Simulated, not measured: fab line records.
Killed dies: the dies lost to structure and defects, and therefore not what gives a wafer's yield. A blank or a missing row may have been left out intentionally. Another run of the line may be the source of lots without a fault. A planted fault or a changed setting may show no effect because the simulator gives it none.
Chamber matching / flow sky130 / 4 sister chambers for SKY_POLY_CUT_ETCH_11 on rie-diel-02
The step etches Si3N4 in CF4/CH2F2/Ar, stops on poly-Si, time 42.5 s, target depth 60 nm. 14 wafers are shown with their chamber, then 7 later ones without.

EACH WAFER AND ITS CHAMBER
wafer=L460.1; chamber=3; drypump-motor-current-A (A)=5.2; throttle-valve-pct (%)=14.987; cf4-flow-sccm (sccm)=39.93
wafer=L460.2; chamber=0; drypump-motor-current-A (A)=5.8; throttle-valve-pct (%)=14.994; cf4-flow-sccm (sccm)=39.94
wafer=L460.3; chamber=2; drypump-motor-current-A (A)=5.5; throttle-valve-pct (%)=14.993; cf4-flow-sccm (sccm)=40.01
wafer=L462.2; chamber=1; drypump-motor-current-A (A)=6.0; throttle-valve-pct (%)=14.993; cf4-flow-sccm (sccm)=40.01
wafer=L462.4; chamber=0; drypump-motor-current-A (A)=5.8; throttle-valve-pct (%)=15.011; cf4-flow-sccm (sccm)=39.99
wafer=L462.5; chamber=1; drypump-motor-current-A (A)=6.0; throttle-valve-pct (%)=14.993; cf4-flow-sccm (sccm)=39.96
wafer=L464.2; chamber=1; drypump-motor-current-A (A)=5.9; throttle-valve-pct (%)=14.994; cf4-flow-sccm (sccm)=39.94
wafer=L464.3; chamber=2; drypump-motor-current-A (A)=5.5; throttle-valve-pct (%)=14.999; cf4-flow-sccm (sccm)=40.10
wafer=L464.4; chamber=0; drypump-motor-current-A (A)=5.7; throttle-valve-pct (%)=14.989; cf4-flow-sccm (sccm)=39.88
wafer=L467.1; chamber=1; drypump-motor-current-A (A)=5.9; throttle-valve-pct (%)=14.992; cf4-flow-sccm (sccm)=39.89
wafer=L467.2; chamber=3; drypump-motor-current-A (A)=5.1; throttle-valve-pct (%)=14.983; cf4-flow-sccm (sccm)=40.09
wafer=L467.6; chamber=3; drypump-motor-current-A (A)=5.2; throttle-valve-pct (%)=14.975; cf4-flow-sccm (sccm)=40.24
wafer=L471.4; chamber=2; drypump-motor-current-A (A)=5.5; throttle-valve-pct (%)=14.991; cf4-flow-sccm (sccm)=40.10
wafer=L471.5; chamber=2; drypump-motor-current-A (A)=5.5; throttle-valve-pct (%)=14.998; cf4-flow-sccm (sccm)=39.93

SIGNATURES (means of the wafers above)
reading=drypump-motor-current-A; chamber 0=5.767; chamber 1=5.950; chamber 2=5.500; chamber 3=5.167; scatter within a chamber=0.0483
reading=throttle-valve-pct; chamber 0=14.99800; chamber 1=14.99300; chamber 2=14.99525; chamber 3=14.98167; scatter within a chamber=0.00622
reading=cf4-flow-sccm; chamber 0=39.9367; chamber 1=39.9500; chamber 2=40.0350; chamber 3=40.0867; scatter within a chamber=0.0904
Rule: for a wafer and a chamber, the distance is found by dividing, reading by reading, the gap between the wafer's reading and the chamber's mean by the reading's scatter, squaring, summing and taking the root. The wafer belongs to the nearest chamber; if the next one is less than 2 further off, it can't be placed. The scatter: the root of (the sum of the squares of (reading less its chamber's mean) over the shown wafers, divided by (wafers less chambers)).

WAFERS WHOSE CHAMBER IS MISSING
wafer=L471.6; drypump-motor-current-A (A)=5.9; throttle-valve-pct (%)=14.988; cf4-flow-sccm (sccm)=40.04
wafer=L475.1; drypump-motor-current-A (A)=5.5; throttle-valve-pct (%)=14.997; cf4-flow-sccm (sccm)=40.02
wafer=L475.3; drypump-motor-current-A (A)=5.2; throttle-valve-pct (%)=14.978; cf4-flow-sccm (sccm)=39.87
wafer=L475.6; drypump-motor-current-A (A)=5.5; throttle-valve-pct (%)=15.020; cf4-flow-sccm (sccm)=40.06
wafer=L477.2; drypump-motor-current-A (A)=5.8; throttle-valve-pct (%)=14.991; cf4-flow-sccm (sccm)=39.94
wafer=L477.4; drypump-motor-current-A (A)=6.0; throttle-valve-pct (%)=14.991; cf4-flow-sccm (sccm)=39.84
wafer=L477.6; drypump-motor-current-A (A)=5.5; throttle-valve-pct (%)=15.003; cf4-flow-sccm (sccm)=40.09

WHICH CHAMBER EACH ONE RAN IN
wafer=L471.6; from the rows above=can't be placed: 1 or 0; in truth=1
wafer=L475.1; from the rows above=2; in truth=2
wafer=L475.3; from the rows above=3; in truth=3
wafer=L475.6; from the rows above=2; in truth=2
wafer=L477.2; from the rows above=can't be placed: 0 or 1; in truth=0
wafer=L477.4; from the rows above=1; in truth=1
wafer=L477.6; from the rows above=2; in truth=2
5 of 7 placed correctly. Not placeable from these rows: 2 (in 2, the candidates include the true chamber). Number placed wrongly: 0.
